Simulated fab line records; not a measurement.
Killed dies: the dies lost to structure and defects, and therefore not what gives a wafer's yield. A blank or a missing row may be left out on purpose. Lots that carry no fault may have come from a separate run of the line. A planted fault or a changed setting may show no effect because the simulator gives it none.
fab line records	flow gf180mcu
record: lots: 24	wafers: 72	lastDay: 34
route steps=602 shown M2@364 V2@400 M3@424 V4@490
lots that met no fault: from a run of the same line without faults
startH: the number of hours between the record's first day and the start of the first shown wafer of the lot	waitH: time in hours since the lot's previous step	" unchanged from the row above	L1.1+2: one row covering several wafers at once	- no value, or no start was given	* or withheld: withheld	< > ~ a bound
route shown NAME@n: names a module that has steps shown in the file, with the first one's number in the route	usual: the fault-free wafers' mean and standard deviation	same: alike in all rows	chamber/n: place in a boat	sites: the reading at each site	_std_site: their standard deviation	_edge_site: mean of outer sites minus mean of inner sites	radiusMm: how far each site lies from the wafer's centre	mask NAME#n: copy n	behind: the last tool/chamber to shape the wafer	hold: why the lot went on hold/how many hours it stayed there/how the hold came to an end	device: the transistor (n, p or np) that didn't switch	end of line: the same wafers' tests at the end of the route	a step with no rows: only its recipe	killed: count of dies lost to structure and defects at first sort (not the wafer's yield)	map: the dies of a wafer, with x for killed, . for not killed, _ for no die there
set.NAME: setting as actually run; set.NAME@STEP: the setting as run at that earlier step	model.NAME: the simulator's own value behind a step, which no gauge read
a sample of lots followed through the steps of the route, with each step as a table and each wafer as a row
services: when a tool's chamber went out of use (startH, in hours from the record's first day, below 0 if earlier), for how many hours, and the reason
== steps ==
step: GF_M2_SPUTTER_02
recipe: material: AlCu	targetThkNm: 450	powerW: 10600	timeS: 23.9	chamberPressurePa: 0.4
usual: throttleValvePct: 30.0/0.76
lot.wafer	tool	chamber	startH	waitH	throttleValvePct
L074.1	pvdSputter-02	-	405.02	0.0	29.8
L074.4	"	-	"	"	29.3
L074.6	"	-	"	"	29.7
L075.1	pvdSputter-03	-	417.02	0.0	30.1
L075.2	"	-	"	"	29.6
L075.4	"	-	"	"	30.2
L076.2	pvdSputter-01	-	426.38	0.0	29.2
L076.4	"	-	"	"	29.4
L076.6	"	-	"	"	29.8
L077.2	pvdSputter-03	-	436.14	0.0	30.2
L077.4	"	-	"	"	29.9
L077.5	"	-	"	"	30.3
L078.2	pvdSputter-01	-	443.17	0.0	31.3
L078.3	"	-	"	"	29.6
L078.4	"	-	"	"	29.7
L079.3	pvdSputter-01	-	450.67	0.0	29.2
L079.4	"	-	"	"	29.8
L079.5	"	-	"	"	31.6
L080.1	pvdSputter-01	-	469.76	0.0	29.5
L080.3	"	-	"	"	29.6
L080.6	"	-	"	"	31.4
L081.2	pvdSputter-02	-	485.13	0.0	29.5
L081.4	"	-	"	"	29.2
L081.5	"	-	"	"	29.9
L082.1	pvdSputter-02	-	491.07	0.0	29.4
L082.2	"	-	"	"	29.4
L082.6	"	-	"	"	29.3
L083.1	pvdSputter-03	-	509.97	0.0	29.6
L083.2	"	-	"	"	30.1
L083.5	"	-	"	"	30.8
L084.3	pvdSputter-03	-	524.47	0.0	29.3
L084.5	"	-	"	"	30.2
L084.6	"	-	"	"	29.5
L086.1	pvdSputter-03	-	530.40	0.0	29.4
L086.3	"	-	"	"	30.2
L086.6	"	-	"	"	30.4
L085.1	pvdSputter-02	-	532.13	0.0	29.9
L085.4	"	-	"	"	28.6
L085.6	"	-	"	"	29.7
L088.2	pvdSputter-01	-	535.68	0.0	29.3
L088.3	"	-	"	"	29.5
L088.6	"	-	"	"	29.0
L087.1	pvdSputter-03	-	538.33	0.0	29.7
L087.2	"	-	"	"	31.1
L087.4	"	-	"	"	29.9
L089.2	pvdSputter-01	-	553.74	0.0	28.7
L089.3	"	-	"	"	31.1
L089.4	"	-	"	"	29.5
L090.1	pvdSputter-03	-	556.20	0.0	29.3
L090.3	"	-	"	"	31.3
L090.4	"	-	"	"	30.6
L091.1	pvdSputter-01	-	568.47	0.0	29.9
L091.2	"	-	"	"	29.6
L091.5	"	-	"	"	29.9
L092.1	pvdSputter-03	-	569.12	0.0	30.0
L092.3	"	-	"	"	30.0
L092.4	"	-	"	"	30.9
L093.1	pvdSputter-01	-	576.98	0.0	29.5
L093.2	"	-	"	"	28.9
L093.6	"	-	"	"	29.4
L094.1	pvdSputter-01	-	580.89	0.0	31.3
L094.3	"	-	"	"	29.4
L094.6	"	-	"	"	29.9
L095.2	pvdSputter-03	-	588.33	0.0	30.4
L095.3	"	-	"	"	30.9
L095.5	"	-	"	"	31.2
L096.1	pvdSputter-03	-	597.59	0.0	31.1
L096.3	"	-	"	"	29.3
L096.4	"	-	"	"	29.9
L097.2	pvdSputter-01	-	605.33	0.0	29.3
L097.4	"	-	"	"	29.5
L097.6	"	-	"	"	29.1
step: GF_M2_THK_MEAS_06
recipe: thkMeasGauge: xrf	reads: AlCu_of_M2_SPUTTER_02
usual: M2_ALCU_THK: 441/6.3
lot.wafer	tool	chamber	startH	waitH	M2_ALCU_THK[nm]
L074.1	filmMetro-01	-	405.23	0.1	433
L074.4	"	-	"	"	435
L074.6	"	-	"	"	436
L075.1	filmMetro-02	-	417.23	0.1	440
L075.2	"	-	"	"	439
L075.4	"	-	"	"	437
L076.2	filmMetro-02	-	426.61	0.1	429
L076.4	"	-	"	"	447
L076.6	"	-	"	"	435
L077.2	filmMetro-03	-	436.36	0.1	435
L077.4	"	-	"	"	430
L077.5	"	-	"	"	430
L078.2	filmMetro-02	-	443.39	0.1	444
L078.3	"	-	"	"	444
L078.4	"	-	"	"	449
L079.3	filmMetro-01	-	450.90	0.1	443
L079.4	"	-	"	"	453
L079.5	"	-	"	"	443
L080.1	filmMetro-01	-	469.97	0.1	452
L080.3	"	-	"	"	446
L080.6	"	-	"	"	448
L081.2	filmMetro-02	-	485.35	0.1	435
L081.4	"	-	"	"	457
L081.5	"	-	"	"	438
L082.1	filmMetro-03	-	491.28	0.1	453
L082.2	"	-	"	"	438
L082.6	"	-	"	"	438
L083.1	filmMetro-02	-	510.18	0.1	447
L083.2	"	-	"	"	443
L083.5	"	-	"	"	442
L084.3	filmMetro-03	-	524.70	0.1	438
L084.5	"	-	"	"	439
L084.6	"	-	"	"	440
L086.1	filmMetro-02	-	530.61	0.1	449
L086.3	"	-	"	"	449
L086.6	"	-	"	"	452
L085.1	filmMetro-01	-	532.34	0.1	439
L085.4	"	-	"	"	444
L085.6	"	-	"	"	433
L088.2	filmMetro-01	-	535.90	0.1	443
L088.3	"	-	"	"	442
L088.6	"	-	"	"	427
L087.1	filmMetro-02	-	538.54	0.1	439
L087.2	"	-	"	"	443
L087.4	"	-	"	"	433
L089.2	filmMetro-01	-	553.96	0.1	432
L089.3	"	-	"	"	444
L089.4	"	-	"	"	436
L090.1	filmMetro-02	-	556.41	0.1	441
L090.3	"	-	"	"	450
L090.4	"	-	"	"	440
L091.1	filmMetro-03	-	568.68	0.1	445
L091.2	"	-	"	"	443
L091.5	"	-	"	"	435
L092.1	filmMetro-02	-	569.33	0.1	442
L092.3	"	-	"	"	447
L092.4	"	-	"	"	456
L093.1	filmMetro-01	-	577.19	0.1	442
L093.2	"	-	"	"	439
L093.6	"	-	"	"	442
L094.1	filmMetro-01	-	581.10	0.1	448
L094.3	"	-	"	"	432
L094.6	"	-	"	"	440
L095.2	filmMetro-02	-	588.55	0.1	442
L095.3	"	-	"	"	446
L095.5	"	-	"	"	445
L096.1	filmMetro-01	-	597.80	0.1	447
L096.3	"	-	"	"	436
L096.4	"	-	"	"	437
L097.2	filmMetro-03	-	605.55	0.1	433
L097.4	"	-	"	"	437
L097.6	"	-	"	"	432
step: GF_V2_STRIP_18
recipe: chemistry: O2/N2	powerW: 1400	pressureMtorr: 1500	platenTempC: 250	o2FlowSccm: 3000	n2FlowSccm: 300	overashFraction: 0.5
usual: drypumpMotorCurrentA: 6.2/0.46	heaterPowerW: 346/30	oesProductAu: 0.588/0.0045
lot.wafer	tool	chamber	startH	waitH	drypumpMotorCurrentA	heaterPowerW	oesProductAu	rfHoursCounterH
L074.1	plasmaAsher-03	0	453.21	-	5.6	301	0.585	34
L074.4	"	0	"	"	5.6	302	0.583	-
L074.6	"	1	"	"	6.6	390	0.591	-
L075.1	plasmaAsher-03	0	466.36	-	5.6	309	0.582	35
L075.2	"	1	"	"	6.6	381	0.580	35
L075.4	"	1	"	"	6.6	385	0.589	-
L076.2	plasmaAsher-02	1	475.88	-	6.3	341	0.590	83
L076.4	"	1	"	"	6.3	347	0.592	-
L076.6	"	0	"	"	5.4	338	0.592	-
L077.2	plasmaAsher-01	1	485.38	-	6.3	377	0.592	5
L077.4	"	0	"	"	6.6	318	0.588	-
L077.5	"	0	"	"	6.6	327	0.596	-
L078.2	plasmaAsher-01	0	492.58	-	6.6	319	0.593	6
L078.3	"	1	"	"	6.3	378	0.584	-
L078.4	"	0	"	"	6.7	318	0.584	-
L079.3	plasmaAsher-03	0	499.61	-	5.6	307	0.584	-
L079.4	"	1	"	"	6.6	380	0.591	-
L079.5	"	0	"	"	5.6	304	0.579	-
L080.1	plasmaAsher-03	1	518.53	-	6.6	387	0.596	41
L080.3	"	0	"	"	5.6	300	0.579	-
L080.6	"	0	"	"	5.6	314	0.594	-
L081.2	plasmaAsher-01	0	533.66	-	6.7	320	0.590	10
L081.4	"	0	"	"	6.6	323	0.592	-
L081.5	"	0	"	"	6.6	319	0.586	-
L082.1	plasmaAsher-02	0	539.28	-	5.4	335	0.586	90
L082.2	"	1	"	"	6.3	350	0.586	90
L082.6	"	0	"	"	5.4	332	0.590	-
L083.1	plasmaAsher-02	1	558.71	-	6.3	358	0.590	92
L083.2	"	0	"	"	5.4	340	0.591	92
L083.5	"	1	"	"	6.3	348	0.589	-
L084.3	plasmaAsher-03	1	570.91	-	6.6	382	0.589	-
L084.5	"	0	"	"	5.6	302	0.585	-
L084.6	"	1	"	"	6.6	374	0.594	-
L086.1	plasmaAsher-01	1	576.41	-	6.3	379	0.589	15
L086.3	"	0	"	"	6.6	327	0.587	-
L086.6	"	1	"	"	6.3	372	0.587	-
L085.1	plasmaAsher-01	1	578.86	-	6.2	378	0.589	15
L085.4	"	1	"	"	6.3	365	0.599	-
L085.6	"	1	"	"	6.3	375	0.587	-
L088.2	plasmaAsher-01	0	582.13	-	6.6	319	0.585	15
L088.3	"	0	"	"	6.6	325	0.588	-
L088.6	"	0	"	"	6.6	315	0.585	-
L087.1	plasmaAsher-03	0	584.26	-	5.6	300	0.590	48
L087.2	"	1	"	"	6.6	386	0.591	48
L087.4	"	0	"	"	5.6	306	0.594	-
L089.2	plasmaAsher-01	0	598.66	-	6.6	327	0.591	17
L089.3	"	0	"	"	6.6	318	0.588	-
L089.4	"	1	"	"	6.3	366	0.591	-
L090.1	plasmaAsher-03	1	600.56	-	6.6	393	0.592	50
L090.3	"	0	"	"	5.6	301	0.587	-
L090.4	"	1	"	"	6.6	398	0.579	-
L091.1	plasmaAsher-03	1	612.13	-	6.6	386	0.589	52
L091.2	"	0	"	"	5.5	300	0.591	52
L091.5	"	1	"	"	6.6	389	0.595	-
L092.1	plasmaAsher-02	1	613.43	-	6.3	342	0.594	98
L092.3	"	0	"	"	5.4	345	0.587	-
L092.4	"	1	"	"	6.3	344	0.590	-
L093.1	plasmaAsher-01	1	620.88	-	6.3	376	0.590	19
L093.2	"	0	"	"	6.7	320	0.585	19
L093.6	"	0	"	"	6.7	321	0.590	-
L094.1	plasmaAsher-02	0	624.28	-	5.4	342	0.584	100
L094.3	"	1	"	"	6.3	343	0.592	-
L094.6	"	1	"	"	6.3	342	0.590	-
L095.2	plasmaAsher-01	1	631.01	-	6.3	375	0.587	20
L095.3	"	1	"	"	6.3	361	0.587	-
L095.5	"	0	"	"	6.6	318	0.598	-
L096.1	plasmaAsher-01	0	639.51	-	6.6	321	0.589	21
L096.3	"	1	"	"	6.3	382	0.584	-
L096.4	"	0	"	"	6.6	327	0.591	-
L097.2	plasmaAsher-01	1	647.93	-	6.3	355	0.589	22
L097.4	"	0	"	"	6.6	327	0.594	-
L097.6	"	0	"	"	6.6	328	0.582	-
step: GF_M3_OVL_MEAS_15
usual: M3_OVL: 0/4.5
lot.wafer	tool	chamber	startH	waitH	M3_OVL[nm]
L074.1	overlay-02	-	478.11	0.1	-2
L074.4	"	-	"	"	-6
L074.6	"	-	"	"	3
L075.1	overlay-02	-	491.61	0.1	-1
L075.2	"	-	"	"	-6
L075.4	"	-	"	"	0
L076.2	overlay-01	-	501.05	0.1	1
L076.4	"	-	"	"	-8
L076.6	"	-	"	"	-4
L077.2	overlay-01	-	510.22	0.1	2
L077.4	"	-	"	"	-1
L077.5	"	-	"	"	-3
L078.2	overlay-02	-	517.52	0.1	-7
L078.3	"	-	"	"	-1
L078.4	"	-	"	"	1
L079.3	overlay-02	-	524.32	0.1	-6
L079.4	"	-	"	"	-8
L079.5	"	-	"	"	-6
L080.1	overlay-02	-	542.66	0.1	-4
L080.3	"	-	"	"	-2
L080.6	"	-	"	"	0
L081.2	overlay-01	-	557.97	0.1	9
L081.4	"	-	"	"	8
L081.5	"	-	"	"	12
L082.1	overlay-01	-	563.14	0.1	0
L082.2	"	-	"	"	10
L082.6	"	-	"	"	3
L083.1	overlay-02	-	581.84	0.1	4
L083.2	"	-	"	"	4
L083.5	"	-	"	"	2
L084.3	overlay-01	-	594.52	0.1	-7
L084.5	"	-	"	"	-1
L084.6	"	-	"	"	0
L086.1	overlay-02	-	599.41	0.1	-2
L086.3	"	-	"	"	3
L086.6	"	-	"	"	2
L085.1	overlay-02	-	600.76	0.1	-4
L085.4	"	-	"	"	-4
L085.6	"	-	"	"	3
L088.2	overlay-01	-	604.57	0.1	-4
L088.3	"	-	"	"	5
L088.6	"	-	"	"	-1
L087.1	overlay-01	-	607.04	0.1	0
L087.2	"	-	"	"	1
L087.4	"	-	"	"	6
L089.2	overlay-02	-	621.10	0.1	2
L089.3	"	-	"	"	-6
L089.4	"	-	"	"	0
L090.1	overlay-01	-	622.41	0.1	9
L090.3	"	-	"	"	5
L090.4	"	-	"	"	9
L091.1	overlay-02	-	633.71	0.1	5
L091.2	"	-	"	"	0
L091.5	"	-	"	"	0
L092.1	overlay-01	-	635.24	0.1	1
L092.3	"	-	"	"	-1
L092.4	"	-	"	"	-5
L093.1	overlay-01	-	642.06	0.1	1
L093.2	"	-	"	"	3
L093.6	"	-	"	"	1
L094.1	overlay-01	-	645.56	0.1	0
L094.3	"	-	"	"	0
L094.6	"	-	"	"	-2
L095.2	overlay-02	-	652.20	0.1	-4
L095.3	"	-	"	"	0
L095.5	"	-	"	"	4
L096.1	overlay-02	-	660.89	0.1	1
L096.3	"	-	"	"	-6
L096.4	"	-	"	"	-1
L097.2	overlay-02	-	668.45	0.1	-8
L097.4	"	-	"	"	-1
L097.6	"	-	"	"	-2
step: GF_V4_CD_MEAS_14
recipe: targetCdNm: 260
usual: cdNm: 259.8/1.2
lot.wafer	tool	chamber	startH	waitH	cdNm
L074.1	cdSem-02	-	553.07	0.1	256.8
L074.4	"	-	"	"	258.3
L074.6	"	-	"	"	256.5
L075.1	cdSem-01	-	564.67	0.1	260.3
L075.2	"	-	"	"	259.0
L075.4	"	-	"	"	259.2
L076.2	cdSem-01	-	573.51	0.1	258.3
L076.4	"	-	"	"	259.2
L076.6	"	-	"	"	258.5
L077.2	cdSem-01	-	582.99	0.1	261.8
L077.4	"	-	"	"	261.0
L077.5	"	-	"	"	260.5
L078.2	cdSem-02	-	589.24	0.1	257.6
L078.3	"	-	"	"	257.9
L078.4	"	-	"	"	257.6
L079.3	cdSem-01	-	596.93	0.1	257.9
L079.4	"	-	"	"	258.3
L079.5	"	-	"	"	259.0
L080.1	cdSem-01	-	611.49	0.1	259.8
L080.3	"	-	"	"	260.2
L080.6	"	-	"	"	260.3
L081.2	cdSem-02	-	626.26	0.1	260.4
L081.4	"	-	"	"	259.8
L081.5	"	-	"	"	258.6
L082.1	cdSem-02	-	630.24	0.1	261.7
L082.2	"	-	"	"	259.8
L082.6	"	-	"	"	260.8
L083.1	cdSem-01	-	648.82	0.1	259.9
L083.2	"	-	"	"	262.2
L083.5	"	-	"	"	261.0
L084.3	cdSem-02	-	659.61	0.1	260.9
L084.5	"	-	"	"	261.4
L084.6	"	-	"	"	260.0
L086.1	cdSem-02	-	664.64	0.1	259.9
L086.3	"	-	"	"	259.7
L086.6	"	-	"	"	260.6
L085.1	cdSem-01	-	664.99	0.1	261.1
L085.4	"	-	"	"	260.0
L085.6	"	-	"	"	260.8
L088.2	cdSem-02	-	668.24	0.1	262.5
L088.3	"	-	"	"	260.8
L088.6	"	-	"	"	260.9
L087.1	cdSem-01	-	670.62	0.1	260.6
L087.2	"	-	"	"	260.0
L087.4	"	-	"	"	259.9
L089.2	cdSem-01	-	684.06	0.1	259.4
L089.3	"	-	"	"	260.0
L089.4	"	-	"	"	259.5
L090.1	cdSem-01	-	685.27	0.1	260.2
L090.3	"	-	"	"	261.1
L090.4	"	-	"	"	258.9
L091.1	cdSem-01	-	696.29	0.1	260.6
L091.2	"	-	"	"	261.0
L091.5	"	-	"	"	260.8
L092.1	cdSem-02	-	696.29	0.1	258.6
L092.3	"	-	"	"	260.5
L092.4	"	-	"	"	258.6
L093.1	cdSem-02	-	702.84	0.1	259.9
L093.2	"	-	"	"	259.5
L093.6	"	-	"	"	258.8
L094.1	cdSem-01	-	706.64	0.1	261.9
L094.3	"	-	"	"	260.8
L094.6	"	-	"	"	260.5
L095.2	cdSem-01	-	712.79	0.1	259.1
L095.3	"	-	"	"	258.8
L095.5	"	-	"	"	258.2
L096.1	cdSem-02	-	720.54	0.1	258.2
L096.3	"	-	"	"	259.3
L096.4	"	-	"	"	259.4
L097.2	cdSem-01	-	728.11	0.1	261.8
L097.4	"	-	"	"	260.4
L097.6	"	-	"	"	260.9
step: GF_V4_STRIP_18
recipe: chemistry: O2/N2	powerW: 1400	pressureMtorr: 1500	platenTempC: 250	o2FlowSccm: 3000	n2FlowSccm: 300	overashFraction: 0.5
usual: drypumpMotorCurrentA: 6.1/0.49	heaterPowerW: 345/31	oesProductAu: 0.592/0.005
lot.wafer	tool	chamber	startH	waitH	drypumpMotorCurrentA	heaterPowerW	oesProductAu	rfHoursCounterH
L074.1	plasmaAsher-03	0	553.36	-	5.6	302	0.597	45
L074.4	"	0	"	"	5.5	302	0.591	-
L074.6	"	0	"	"	5.6	299	0.594	-
L075.1	plasmaAsher-02	1	564.96	-	6.3	338	0.597	93
L075.2	"	0	"	"	5.4	349	0.597	93
L075.4	"	1	"	"	6.3	344	0.597	-
L076.2	plasmaAsher-01	1	573.78	-	6.3	374	0.596	15
L076.4	"	0	"	"	6.6	324	0.587	-
L076.6	"	1	"	"	6.3	373	0.597	-
L077.2	plasmaAsher-02	0	583.26	-	5.3	343	0.581	95
L077.4	"	1	"	"	6.3	339	0.598	-
L077.5	"	1	"	"	6.3	344	0.592	-
L078.2	plasmaAsher-03	0	589.51	-	5.6	309	0.594	49
L078.3	"	1	"	"	6.6	389	0.589	-
L078.4	"	0	"	"	5.6	310	0.591	-
L079.3	plasmaAsher-01	0	597.21	-	6.6	315	0.597	-
L079.4	"	1	"	"	6.3	373	0.589	-
L079.5	"	0	"	"	6.6	320	0.596	-
L080.1	plasmaAsher-02	1	611.78	-	6.3	350	0.600	98
L080.3	"	0	"	"	5.3	338	0.584	-
L080.6	"	1	"	"	6.2	340	0.581	-
L081.2	plasmaAsher-02	0	626.53	-	5.4	342	0.594	100
L081.4	"	1	"	"	6.3	345	0.591	-
L081.5	"	1	"	"	6.3	340	0.591	-
L082.1	plasmaAsher-03	1	630.53	-	6.6	391	0.584	54
L082.2	"	0	"	"	5.6	298	0.586	54
L082.6	"	1	"	"	6.6	382	0.590	-
L083.1	plasmaAsher-03	0	649.11	-	5.6	310	0.602	56
L083.2	"	1	"	"	6.6	377	0.590	56
L083.5	"	0	"	"	5.6	303	0.592	-
L084.3	plasmaAsher-03	0	659.89	-	5.6	305	0.587	-
L084.5	"	1	"	"	6.6	389	0.592	-
L084.6	"	0	"	"	5.6	299	0.593	-
L086.1	plasmaAsher-02	0	664.93	-	5.4	345	0.590	104
L086.3	"	1	"	"	6.3	350	0.588	-
L086.6	"	1	"	"	6.3	346	0.601	-
L085.1	plasmaAsher-03	0	665.28	-	5.6	302	0.587	57
L085.4	"	1	"	"	6.6	390	0.594	-
L085.6	"	0	"	"	5.6	300	0.595	-
L088.2	plasmaAsher-02	1	668.51	-	6.3	340	0.588	104
L088.3	"	1	"	"	6.3	340	0.591	-
L088.6	"	1	"	"	6.3	340	0.592	-
L087.1	plasmaAsher-01	1	670.91	-	6.3	379	0.588	24
L087.2	"	0	"	"	6.6	327	0.594	24
L087.4	"	1	"	"	6.3	378	0.585	-
L089.2	plasmaAsher-03	0	684.33	-	5.6	303	0.598	59
L089.3	"	0	"	"	5.6	306	0.585	-
L089.4	"	1	"	"	6.6	392	0.587	-
L090.1	plasmaAsher-03	0	685.56	-	5.6	304	0.588	60
L090.3	"	1	"	"	6.6	386	0.588	-
L090.4	"	0	"	"	5.6	308	0.591	-
L091.1	plasmaAsher-01	0	696.58	-	6.6	321	0.596	27
L091.2	"	1	"	"	6.3	377	0.592	27
L091.5	"	1	"	"	6.3	373	0.586	-
L092.1	plasmaAsher-02	0	696.58	-	5.4	342	0.603	107
L092.3	"	0	"	"	5.4	341	0.592	-
L092.4	"	1	"	"	6.3	334	0.597	-
L093.1	plasmaAsher-01	1	703.13	-	6.3	377	0.594	28
L093.2	"	0	"	"	6.6	318	0.599	28
L093.6	"	0	"	"	6.6	325	0.595	-
L094.1	plasmaAsher-01	0	706.93	-	6.7	326	0.588	28
L094.3	"	1	"	"	6.3	389	0.599	-
L094.6	"	1	"	"	6.3	377	0.590	-
L095.2	plasmaAsher-03	0	713.06	-	5.6	303	0.594	63
L095.3	"	0	"	"	5.6	301	0.595	-
L095.5	"	0	"	"	5.6	301	0.593	-
L096.1	plasmaAsher-01	1	720.82	-	6.3	372	0.595	30
L096.3	"	0	"	"	6.6	318	0.590	-
L096.4	"	1	"	"	6.2	373	0.600	-
L097.2	plasmaAsher-03	0	728.37	-	5.6	309	0.585	63
L097.4	"	0	"	"	5.6	303	0.589	-
L097.6	"	1	"	"	6.6	392	0.591	-
== services ==
tool	chamber	startH	hours	kind
plasmaAsher-01	-	381.19	9.3	pm
plasmaAsher-03	-	387.52	15.4	repair
plasmaAsher-03	-	419.81	4.1	repair
plasmaAsher-01	-	421.33	9.0	pm
plasmaAsher-01	0	421.33	9.0	ventCycle
plasmaAsher-01	1	421.33	9.0	ventCycle
pvdSputter-03	-	429.80	2.0	repair
pvdSputter-02	-	449.58	3.6	repair
pvdSputter-03	-	462.55	7.1	repair
plasmaAsher-01	-	463.46	2.0	repair
pvdSputter-02	-	465.84	12.9	repair
pvdSputter-01	-	476.02	20.7	repair
plasmaAsher-03	-	479.70	1.5	repair
pvdSputter-03	-	483.07	3.2	repair
pvdSputter-01	-	511.26	1.5	repair
plasmaAsher-01	-	511.61	3.8	repair
pvdSputter-02	-	521.81	5.0	repair
pvdSputter-02	-	580.21	3.0	repair
plasmaAsher-01	-	590.82	1.9	repair
pvdSputter-02	-	597.04	2.7	repair
pvdSputter-03	-	617.45	0.5	repair
plasmaAsher-02	-	684.72	2.8	pm
pvdSputter-03	-	715.53	5.8	repair
plasmaAsher-03	-	716.38	9.2	repair
== key ==
fault none
